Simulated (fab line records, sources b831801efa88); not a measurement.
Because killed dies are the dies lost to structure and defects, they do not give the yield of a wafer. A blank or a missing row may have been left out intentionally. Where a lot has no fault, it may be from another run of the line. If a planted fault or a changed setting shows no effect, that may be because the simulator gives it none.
Which tool did it? || flow sky130 || 15 lots, 45 wafers sampled, at 2 steps of a route of 708

WHAT THE GAUGES SHOWED, per wafer
SKY_VT_ADJUST_LVTN_OVL_MEAS_07. Usual: VT_ADJUST_LVTN_OVL -0.2 nm, standard deviation 1.4.
{"lot": "L966", "measured": "day 6 19:57", "on": "overlay-02", "VT_ADJUST_LVTN_OVL (nm)": "0.6 1.8 0.8", "flag": ""}
{"lot": "L968", "measured": "day 7 13:09", "on": "overlay-02", "VT_ADJUST_LVTN_OVL (nm)": "0.0 -0.7 1.5", "flag": ""}
{"lot": "L971", "measured": "day 8 07:11", "on": "overlay-01", "VT_ADJUST_LVTN_OVL (nm)": "-0.3 1.0 0.9", "flag": ""}
{"lot": "L972", "measured": "day 8 09:51", "on": "overlay-01", "VT_ADJUST_LVTN_OVL (nm)": "-0.6 -0.7 -1.2", "flag": ""}
{"lot": "L973", "measured": "day 8 18:59", "on": "overlay-02", "VT_ADJUST_LVTN_OVL (nm)": "0.4 1.0 1.7", "flag": ""}
{"lot": "L977", "measured": "day 9 21:14", "on": "overlay-02", "VT_ADJUST_LVTN_OVL (nm)": "1.0 -1.5 0.8", "flag": ""}
{"lot": "L978", "measured": "day 10 00:22", "on": "overlay-02", "VT_ADJUST_LVTN_OVL (nm)": "-0.9 1.3 -0.2", "flag": ""}
{"lot": "L979", "measured": "day 10 09:42", "on": "overlay-02", "VT_ADJUST_LVTN_OVL (nm)": "-0.4 -2.3 -1.1", "flag": ""}
{"lot": "L983", "measured": "day 11 20:26", "on": "overlay-01", "VT_ADJUST_LVTN_OVL (nm)": "-1.8 0.8 -0.2", "flag": ""}
{"lot": "L984", "measured": "day 12 02:58", "on": "overlay-02", "VT_ADJUST_LVTN_OVL (nm)": "1.2 2.8 -0.1", "flag": ""}
{"lot": "L985", "measured": "day 12 03:26", "on": "overlay-02", "VT_ADJUST_LVTN_OVL (nm)": "-3.7 -1.9 -3.7", "flag": ""}
{"lot": "L986", "measured": "day 12 04:46", "on": "overlay-02", "VT_ADJUST_LVTN_OVL (nm)": "1.3 0.8 3.3", "flag": ""}
{"lot": "L987", "measured": "day 13 06:44", "on": "overlay-02", "VT_ADJUST_LVTN_OVL (nm)": "1.0 -0.7 -0.6", "flag": ""}
{"lot": "L989", "measured": "day 13 09:46", "on": "overlay-01", "VT_ADJUST_LVTN_OVL (nm)": "-0.2 -0.8 1.5", "flag": ""}
{"lot": "L988", "measured": "day 13 14:41", "on": "overlay-01", "VT_ADJUST_LVTN_OVL (nm)": "1.0 1.2 -0.7", "flag": ""}

SKY_VT_ADJUST_NCORE_OVL_MEAS_08. Usual: VT_ADJUST_NCORE_OVL 0.2 nm, standard deviation 1.9.
{"lot": "L966", "measured": "day 8 12:55", "on": "overlay-02", "VT_ADJUST_NCORE_OVL (nm)": "-3.2 -3.7 -2.0", "flag": ""}
{"lot": "L968", "measured": "day 9 07:12", "on": "overlay-02", "VT_ADJUST_NCORE_OVL (nm)": "-0.6 -0.4 0.1", "flag": ""}
{"lot": "L971", "measured": "day 10 00:51", "on": "overlay-01", "VT_ADJUST_NCORE_OVL (nm)": "1.8 4.5 2.8", "flag": ""}
{"lot": "L972", "measured": "day 10 04:04", "on": "overlay-02", "VT_ADJUST_NCORE_OVL (nm)": "-4.3 -2.7 -3.1", "flag": ""}
{"lot": "L973", "measured": "day 10 15:18", "on": "overlay-02", "VT_ADJUST_NCORE_OVL (nm)": "0.9 0.2 0.9", "flag": ""}
{"lot": "L977", "measured": "day 11 19:17", "on": "overlay-01", "VT_ADJUST_NCORE_OVL (nm)": "1.9 2.8 2.2", "flag": ""}
{"lot": "L978", "measured": "day 11 22:45", "on": "overlay-01", "VT_ADJUST_NCORE_OVL (nm)": "0.8 -0.4 -0.3", "flag": ""}
{"lot": "L979", "measured": "day 12 08:05", "on": "overlay-02", "VT_ADJUST_NCORE_OVL (nm)": "1.4 0.9 -0.4", "flag": ""}
{"lot": "L983", "measured": "day 13 21:11", "on": "overlay-01", "VT_ADJUST_NCORE_OVL (nm)": "0.3 1.5 1.7", "flag": ""}
{"lot": "L984", "measured": "day 14 04:59", "on": "overlay-02", "VT_ADJUST_NCORE_OVL (nm)": "2.6 1.0 2.2", "flag": ""}
{"lot": "L985", "measured": "day 14 05:17", "on": "overlay-02", "VT_ADJUST_NCORE_OVL (nm)": "-0.3 0.0 -0.6", "flag": ""}
{"lot": "L986", "measured": "day 14 06:31", "on": "overlay-02", "VT_ADJUST_NCORE_OVL (nm)": "-1.4 -0.9 -0.1", "flag": ""}
{"lot": "L987", "measured": "day 15 10:11", "on": "overlay-01", "VT_ADJUST_NCORE_OVL (nm)": "-1.0 -1.2 -1.7", "flag": ""}
{"lot": "L989", "measured": "day 15 14:30", "on": "overlay-02", "VT_ADJUST_NCORE_OVL (nm)": "-1.0 -1.1 0.6", "flag": ""}
{"lot": "L988", "measured": "day 15 18:50", "on": "overlay-02", "VT_ADJUST_NCORE_OVL (nm)": "0.1 0.5 -1.7", "flag": ""}

WHAT TOOL EACH LOT RAN ON (gives the tool, then ch and the chambers of the sampled wafers, and finally the start)
No process step before these readings appears in the record.

AS READ BY THE TOOLS THEMSELVES (means over the sampled wafers that have a number; for cases with no such wafer, the mark the record gives instead)
The record holds no such reading with a usual standard deviation.

THE ANSWER, worked out from the rows above alone
Rule: lot off if the mean of its wafers having a number is beyond 3 standard deviations from the usual mean. Also off: a lot with no number at a reading for which 4 or more lots have one. All remaining lots with rows at the step are treated as sound. The gauges are gone through in route order, then the tools' own readings, and for those a lot's mean is taken as printed above. At the first step where some lot is off, the reading lying furthest off is the one used; lots without a number count as furthest.
Nothing can be told from this: no lot is off at any reading shown.

WHAT HAD BEEN PUT IN BY THE SIMULATOR
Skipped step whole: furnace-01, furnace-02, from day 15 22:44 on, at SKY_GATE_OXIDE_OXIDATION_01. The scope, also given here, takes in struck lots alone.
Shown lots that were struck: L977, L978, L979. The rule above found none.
